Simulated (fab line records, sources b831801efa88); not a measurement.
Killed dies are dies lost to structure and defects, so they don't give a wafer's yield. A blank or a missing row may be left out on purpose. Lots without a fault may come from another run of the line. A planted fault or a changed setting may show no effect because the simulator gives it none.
fab line records | flow sfq_line
record lots=14 wafers=42 last_day=90
route steps=325 shown I0@54 M2@100 I2@107
lots that met no fault: from a run of the same line without faults
start_h: hours from the record's first day to the start of the lot's first wafer shown | wait_h: hours since the lot's step before | " the same as in the row above | L1.1+2: a row that stands for several wafers | - no value, or no start given | * or withheld: withheld | < > ~ a bound
route shown NAME@n: a module of which the file shows steps, and the number in the route of the first | usual: mean/standard deviation of fault-free wafers | same: alike in all rows | chamber/n: place in a boat | sites: the reading at each site | _std_site: their standard deviation | _edge_site: outer sites' mean less inner sites' | radius_mm: how far each site lies from the wafer's centre | mask NAME#n: copy n | behind: the tool/chamber that last shaped the wafer | hold: why the lot was held/for how many hours/how that ended | device: the transistor (n, p or np) that didn't switch | end of line: the same wafers' tests at the end of the route | a step without rows: its recipe alone | killed: dies lost to structure and defects at the first sort, not the wafer's yield | map: a wafer's dies, x killed, . not, _ none there
set.NAME: the setting as run; set.NAME@STEP: as run at that earlier step | model.NAME: the simulator's own value behind a step, which no gauge read
steps of the route over a sample of lots; a table a step, a row a wafer
services: from which hour (start_h, from the record's first day; less than 0 if before it) a tool's chamber was out of use, for how many hours, and why
## steps
# step SFQ_TRILAYER_I0_VIA_BARC_OPEN_VIA_ETCH_046
# recipe mask_material=PR chemistry=O2 target_depth_nm=125 target=BARC source_w=500 bias_w=80 pressure_mtorr=30 time_s=41.7
# usual chamber_pressure_mTorr=30.000/0.026 drypump_motor_current_A=5.6/0.37 oes_product_au=0.685/0.0047
# same time_s=41.7
# columns lot.wafer tool chamber start_h wait_h chamber_pressure_mTorr drypump_motor_current_A oes_product_au rf_hours_counter_h
L599.2 rie_diel-04 0 299.45 0.0 30.018 6.1 0.685 8
L599.3 " 3 " " 29.932 6.2 0.680 0
L599.4 " 1 " " 29.989 5.7 0.690 131
L601.1 rie_diel-02 0 314.33 0.0 29.999 5.6 0.686 5
L601.2 " 3 " " 30.014 5.8 0.678 10
L601.3 " 2 " " 29.981 5.8 0.678 7
L603.2 rie_diel-02 1 326.33 0.0 29.996 4.9 0.684 5
L603.4 " 2 " " 29.975 5.8 0.689 8
L603.6 " 0 " " 30.014 5.5 0.678 -
L604.2 rie_diel-01 2 334.73 0.0 30.003 6.0 0.690 89
L604.4 " 0 " " 30.009 5.4 0.693 112
L604.5 " 1 " " 30.003 5.8 0.677 -
L605.1 rie_diel-01 1 339.53 0.0 30.023 5.8 0.689 2
L605.5 " 0 " " 29.985 5.4 0.685 -
L605.6 " 3 " " 29.957 5.2 0.682 -
L608.2 rie_diel-01 3 362.33 0.0 29.972 5.1 0.678 4
L608.4 " 0 " " 29.993 5.4 0.681 113
L608.6 " 0 " " 30.035 5.4 0.689 -
L609.1 rie_diel-02 2 363.53 0.0 30.011 5.8 0.687 8
L609.4 " 0 " " 29.991 5.5 0.686 -
L609.5 " 2 " " 29.990 5.8 0.693 -
L610.3 rie_diel-01 2 370.73 0.0 30.008 6.0 0.699 90
L610.5 " 2 " " 29.983 6.0 0.692 -
L610.6 " 1 " " 30.037 5.8 0.688 -
L611.1 rie_diel-01 2 380.92 0.0 30.025 6.0 0.687 90
L611.2 " 3 " " 30.001 5.2 0.676 4
L611.5 " 3 " " 29.983 5.2 0.690 -
L612.2 rie_diel-02 2 385.72 0.0 30.033 5.8 0.680 9
L612.3 " 0 " " 29.957 5.6 0.678 7
L612.4 " 3 " " 30.020 5.7 0.685 11
L613.2 rie_diel-01 3 389.32 0.0 30.054 5.2 0.692 5
L613.5 " 3 " " 30.012 5.1 0.680 -
L613.6 " 0 " " 29.957 5.4 0.694 -
L618.1 rie_diel-02 3 434.89 0.0 30.057 5.8 0.687 11
L618.4 " 0 " " 29.945 5.5 0.690 7
L618.5 " 2 " " 30.001 5.8 0.687 -
L620.1 rie_diel-01 1 456.29 0.0 30.002 5.8 0.680 4
L620.2 " 2 " " 30.041 6.0 0.679 91
L620.6 " 3 " " 29.980 5.1 0.688 -
L622.2 rie_diel-01 2 461.89 0.0 29.993 6.0 0.689 91
L622.4 " 0 " " 30.016 5.4 0.687 1
L622.5 " 1 " " 29.978 5.8 0.686 -
# step SFQ_TRILAYER_I0_VIA_STRIP_STRIP_035
# recipe gas=O2 power_w=200 platen_temp_c=40 overash_fraction=0.65 chemistry=O2 pressure_mtorr=50
# usual chamber_pressure_mTorr=50.00/0.042 drypump_motor_current_A=5.6/0.4 oes_product_au=1.000/0.0095 platen_temp_c=40.00/0.12
# same overash_fraction=0.65
# columns lot.wafer tool chamber start_h wait_h chamber_pressure_mTorr drypump_motor_current_A oes_product_au platen_temp_c rf_hours_counter_h
L599.2 rie_metal-02 1 299.60 - 50.04 5.7 0.996 40.05 116
L599.3 " 1 " " 50.03 5.7 0.996 39.89 -
L599.4 " 0 " " 49.97 5.0 1.007 40.11 -
L601.1 rie_metal-02 0 314.48 - 49.99 5.0 1.014 40.15 166
L601.2 " 1 " " 49.98 5.7 0.993 39.77 118
L601.3 " 0 " " 50.02 5.0 1.015 40.16 -
L603.2 rie_metal-02 0 326.48 - 49.99 5.0 1.012 39.90 168
L603.4 " 0 " " 49.98 5.0 1.019 40.23 -
L603.6 " 0 " " 49.95 5.0 1.011 39.96 -
L604.2 rie_metal-02 0 334.88 - 50.03 5.0 1.001 39.93 170
L604.4 " 0 " " 50.08 5.0 1.009 40.00 -
L604.5 " 0 " " 49.99 5.0 1.007 39.97 -
L605.1 rie_metal-02 1 339.68 - 49.99 5.7 0.995 40.26 122
L605.5 " 1 " " 49.97 5.7 0.994 39.93 -
L605.6 " 0 " " 50.05 5.0 1.014 40.14 -
L608.2 rie_metal-02 0 362.48 - 49.98 5.0 1.012 39.87 173
L608.4 " 1 " " 49.94 5.8 0.991 39.87 -
L608.6 " 1 " " 50.04 5.7 0.997 39.93 -
L609.1 rie_metal-04 0 363.74 - 49.96 5.7 0.996 40.03 126
L609.4 " 0 " " 50.00 5.7 1.000 40.03 -
L609.5 " 0 " " 50.03 5.7 1.003 39.93 -
L610.3 rie_metal-01 1 371.08 - 50.06 6.7 0.982 39.88 -
L610.5 " 0 " " 49.97 5.1 1.023 39.95 -
L610.6 " 1 " " 50.03 6.6 0.989 40.03 -
L611.1 rie_metal-04 1 381.08 - 50.01 5.9 0.994 39.94 15
L611.2 " 0 " " 49.97 5.7 1.007 40.00 128
L611.5 " 1 " " 50.03 5.9 0.987 39.95 -
L612.2 rie_metal-04 1 385.88 - 49.97 5.9 0.997 40.12 16
L612.3 " 0 " " 49.96 5.7 1.000 40.13 -
L612.4 " 1 " " 50.05 5.9 0.994 40.10 -
L613.2 rie_metal-04 1 389.48 - 49.94 5.9 0.996 40.10 16
L613.5 " 0 " " 50.08 5.7 1.025 40.03 -
L613.6 " 1 " " 49.99 5.9 0.984 40.16 -
L618.1 rie_metal-02 1 435.04 - 49.97 5.8 1.001 40.02 139
L618.4 " 1 " " 50.08 5.7 1.008 40.24 -
L618.5 " 1 " " 49.99 5.7 0.995 40.17 -
L620.1 rie_metal-04 1 456.44 - 50.07 5.9 0.989 40.12 27
L620.2 " 0 " " 49.88 5.7 0.997 39.94 139
L620.6 " 1 " " 49.99 5.9 0.996 40.06 -
L622.2 rie_metal-04 1 462.04 - 50.07 5.8 0.993 40.14 27
L622.4 " 1 " " 49.98 5.8 0.998 40.16 -
L622.5 " 1 " " 49.99 5.8 0.998 40.01 -
# step SFQ_TRILAYER_M2_ETCH_METAL_ETCH_060
# recipe target=Nb stop_on=SiO2 mask_material=PR chemistry=Cl2/Ar target_depth_nm=240 icp_w=600 bias_w=80 pressure_mtorr=10 time_s=120
# usual chamber_pressure_mTorr=9.999/0.011 drypump_motor_current_A=5.4/0.32 oes_product_au=0.892/0.0079
# same time_s=120
# columns lot.wafer tool chamber start_h wait_h chamber_pressure_mTorr drypump_motor_current_A oes_product_au rf_hours_counter_h
L599.2 rie_metal-03 0 547.08 0.1 9.983 5.1 0.894 -
L599.3 " 0 " " 9.986 5.1 0.890 -
L599.4 " 0 " " 10.003 5.1 0.887 -
L601.1 rie_metal-04 1 556.32 0.1 10.003 5.9 0.910 43
L601.2 " 1 " " 10.000 5.9 0.896 -
L601.3 " 1 " " 9.989 5.9 0.900 -
L603.2 rie_metal-03 0 713.76 0.0 9.986 5.1 0.898 45
L603.4 " 1 " " 10.013 5.3 0.885 -
L603.6 " 1 " " 9.997 5.2 0.887 -
L604.2 rie_metal-04 0 714.96 0.0 9.925 5.7 0.893 29
L604.4 " 0 " " 9.994 5.7 0.900 -
L604.5 " 1 " " 10.003 5.9 0.891 -
L605.1 rie_metal-03 0 723.49 0.0 9.994 5.1 0.896 47
L605.5 " 1 " " 9.992 5.3 0.886 -
L605.6 " 0 " " 9.995 5.1 0.888 -
L608.2 rie_metal-02 0 730.69 0.0 10.002 5.0 0.874 51
L608.4 " 0 " " 10.007 5.0 0.884 -
L608.6 " 0 " " 9.996 5.0 0.890 -
L609.1 rie_metal-03 1 734.29 0.0 10.000 5.3 0.910 33
L609.4 " 1 " " 9.981 5.3 0.905 -
L609.5 " 0 " " 10.012 5.1 0.900 -
L610.3 rie_metal-03 0 739.14 0.1 9.981 5.1 0.873 -
L610.5 " 1 " " 9.976 5.2 0.884 -
L610.6 " 0 " " 10.001 5.1 0.873 -
L611.1 rie_metal-03 0 749.89 0.0 10.004 5.1 0.905 50
L611.2 " 1 " " 9.994 5.3 0.899 35
L611.5 " 1 " " 10.005 5.2 0.896 -
L612.2 rie_metal-04 0 759.62 0.0 9.997 5.7 0.884 34
L612.3 " 1 " " 10.005 5.9 0.898 -
L612.4 " 0 " " 10.010 5.7 0.891 -
L613.2 rie_metal-04 0 765.62 0.0 9.996 5.7 0.910 36
L613.5 " 1 " " 9.985 5.9 0.898 -
L613.6 " 0 " " 10.005 5.7 0.900 -
L618.1 rie_metal-03 0 823.52 0.0 10.010 5.1 0.895 57
L618.4 " 1 " " 10.008 5.3 0.894 -
L618.5 " 0 " " 10.004 5.1 0.886 -
L620.1 rie_metal-02 1 839.58 0.0 9.994 5.7 0.886 39
L620.2 " 0 " " 9.996 5.0 0.888 66
L620.6 " 0 " " 10.008 5.0 0.893 -
L622.2 rie_metal-04 1 850.38 0.0 10.003 5.9 0.888 88
L622.4 " 1 " " 10.007 5.9 0.887 -
L622.5 " 1 " " 9.998 5.9 0.893 -
# step SFQ_TRILAYER_I2_VIA_LITHO_COAT_072
# recipe resist=BARC spin_rpm=3000 resist_thk_nm=62
# usual exhaust_pa=45.0/0.82
# columns lot.wafer tool chamber start_h wait_h exhaust_pa
L599.2 litho_track-02 0 557.73 0.8 45.1
L599.3 " 0 " " 45.6
L599.4 " 0 " " 45.5
L601.1 litho_track-01 0 572.68 1.0 46.7
L601.2 " 0 " " 45.1
L601.3 " 0 " " 46.5
L603.2 litho_track-01 0 777.87 0.8 44.4
L603.4 " 0 " " 43.4
L603.6 " 0 " " 44.3
L604.2 litho_track-04 0 780.51 0.8 44.4
L604.4 " 0 " " 44.1
L604.5 " 0 " " 43.8
L605.1 litho_track-02 0 786.46 1.0 45.1
L605.5 " 0 " " 44.3
L605.6 " 0 " " 44.9
L608.2 litho_track-02 0 792.51 0.8 45.1
L608.4 " 0 " " 46.3
L608.6 " 0 " " 45.9
L609.1 litho_track-04 0 792.92 1.1 44.2
L609.4 " 0 " " 44.8
L609.5 " 0 " " 43.5
L610.3 litho_track-04 0 795.92 0.7 45.3
L610.5 " 0 " " 44.5
L610.6 " 0 " " 45.1
L611.1 litho_track-04 0 798.94 1.1 44.6
L611.2 " 0 " " 44.6
L611.5 " 0 " " 45.4
L612.2 litho_track-04 0 801.87 0.8 44.8
L612.3 " 0 " " 44.6
L612.4 " 0 " " 44.8
L613.2 litho_track-01 0 810.87 0.8 45.4
L613.5 " 0 " " 43.2
L613.6 " 0 " " 43.3
L618.1 litho_track-02 0 838.42 1.0 44.8
L618.4 " 0 " " 44.8
L618.5 " 0 " " 46.1
L620.1 litho_track-01 0 849.22 1.0 45.7
L620.2 " 0 " " 45.3
L620.6 " 0 " " 46.2
L622.2 litho_track-01 0 855.73 0.8 44.9
L622.4 " 0 " " 45.4
L622.5 " 0 " " 44.9
# step SFQ_TRILAYER_I2_VIA_BARC_OPEN_VIA_ETCH_096
# recipe mask_material=PR chemistry=O2 target_depth_nm=125 target=BARC source_w=500 bias_w=80 pressure_mtorr=30 time_s=41.7
# usual chamber_pressure_mTorr=30.00/0.043 drypump_motor_current_A=5.6/0.36 oes_product_au=0.685/0.005
# same time_s=41.7
# columns lot.wafer tool chamber start_h wait_h chamber_pressure_mTorr drypump_motor_current_A oes_product_au rf_hours_counter_h
L599.2 rie_diel-03 0 705.30 0.0 29.97 5.3 0.686 13
L599.3 " 1 " " 30.03 5.7 0.684 12
L599.4 " 2 " " 30.02 6.1 0.681 5
L601.1 rie_diel-02 3 711.30 0.0 30.01 5.8 0.682 16
L601.2 " 1 " " 30.02 4.9 0.687 10
L601.3 " 2 " " 29.94 5.8 0.685 13
L603.2 rie_diel-03 1 780.23 0.0 29.99 5.7 0.685 14
L603.4 " 3 " " 29.98 5.3 0.679 11
L603.6 " 0 " " 30.02 5.3 0.693 -
L604.2 rie_diel-01 2 782.75 0.0 30.00 6.0 0.688 4
L604.4 " 3 " " 29.97 5.2 0.684 11
L604.5 " 3 " " 29.96 5.1 0.685 -
L605.1 rie_diel-03 2 789.86 0.0 30.03 6.2 0.689 6
L605.5 " 1 " " 30.00 5.7 0.682 -
L605.6 " 2 " " 30.04 6.2 0.680 -
L608.2 rie_diel-03 3 919.78 0.0 29.99 5.3 0.695 13
L608.4 " 2 " " 30.00 6.2 0.690 8
L608.6 " 0 " " 30.02 5.3 0.686 -
L609.1 rie_diel-02 2 922.18 0.0 30.01 5.8 0.679 18
L609.4 " 0 " " 29.98 5.6 0.674 15
L609.5 " 1 " " 30.03 4.9 0.686 -
L610.3 rie_diel-02 1 926.11 0.0 29.97 4.9 0.678 14
L610.5 " 1 " " 29.98 4.9 0.679 -
L610.6 " 2 " " 30.00 5.8 0.682 -
L611.1 rie_diel-02 2 930.91 0.0 30.03 5.8 0.693 18
L611.2 " 1 " " 30.04 4.9 0.728 15
L611.5 " 3 " " 30.01 5.8 0.721 -
L612.2 rie_diel-02 3 935.71 0.0 30.04 5.8 0.721 20
L612.3 " 2 " " 29.99 5.8 0.684 18
L612.4 " 1 " " 30.02 4.9 0.681 15
L613.2 rie_diel-02 1 946.51 0.0 29.99 4.9 0.681 15
L613.5 " 0 " " 29.98 5.5 0.678 -
L613.6 " 1 " " 29.99 4.9 0.683 -
L618.1 rie_diel-03 2 987.43 0.0 29.98 6.2 0.686 10
L618.4 " 0 " " 30.03 5.3 0.684 18
L618.5 " 2 " " 29.99 6.2 0.677 -
L620.1 rie_diel-03 3 997.15 0.0 30.03 5.3 0.690 14
L620.2 " 2 " " 30.02 6.1 0.685 10
L620.6 " 0 " " 30.00 5.3 0.681 -
L622.2 rie_diel-01 1 1006.85 0.0 30.04 5.8 0.687 14
L622.4 " 2 " " 30.03 6.0 0.680 8
L622.5 " 2 " " 30.06 6.0 0.686 -
## services
# columns tool chamber start_h hours kind
rie_diel-02 - 292.79 0.3 repair
rie_diel-02 1 328.50 9.4 repair
rie_diel-02 0 340.97 2.9 repair
rie_diel-02 3 349.63 18.6 repair
rie_diel-01 1 377.82 11.1 repair
rie_metal-04 - 409.28 1.4 pm
rie_diel-02 3 413.20 11.7 repair
rie_diel-01 3 436.16 7.3 repair
rie_metal-04 1 466.97 17.7 repair
rie_diel-01 0 474.69 10.5 repair
rie_diel-01 2 500.47 5.5 repair
rie_diel-02 - 567.54 0.6 repair
rie_metal-04 1 575.72 9.4 repair
rie_diel-01 3 578.28 5.5 repair
rie_diel-02 - 611.70 0.5 repair
rie_diel-02 2 614.02 3.2 repair
rie_diel-02 - 624.47 2.8 pm
rie_diel-02 0 679.77 22.3 repair
rie_diel-02 2 692.88 7.9 repair
rie_diel-01 - 730.32 1.7 repair
rie_diel-02 - 758.88 14.6 pm
rie_diel-02 3 861.68 1.2 repair
rie_diel-01 2 884.06 14.7 repair
rie_metal-04 - 910.24 0.8 repair
## key
first_sign step=SFQ_TRILAYER_I2_VIA_BARC_OPEN_VIA_ETCH_096 reading=oes_product_au direction=up sigmas=7.8 usual=0.685 struck=0.723
effect none on later readings
met_at SFQ_TRILAYER_I2_VIA_LITHO_COAT_072
struck_lots L611,L612
struck_wafers L611.2,L611.5,L612.2
not_acting_at SFQ_TRILAYER_I0_VIA_BARC_OPEN_VIA_ETCH_046,SFQ_TRILAYER_I0_VIA_STRIP_STRIP_035,SFQ_TRILAYER_M2_ETCH_METAL_ETCH_060
onset_between 795.92 798.94
fault kind=process_parameter_drift tool=litho_track-04 chamber=- onset_h=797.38 steps=SFQ_TRILAYER_I2_VIA_LITHO_COAT_072 channel=resist_thk_nm offset=8.1313 shape=step end_h=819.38 scope=struck_wafers_only acts_in=these_recipes_only stated=62
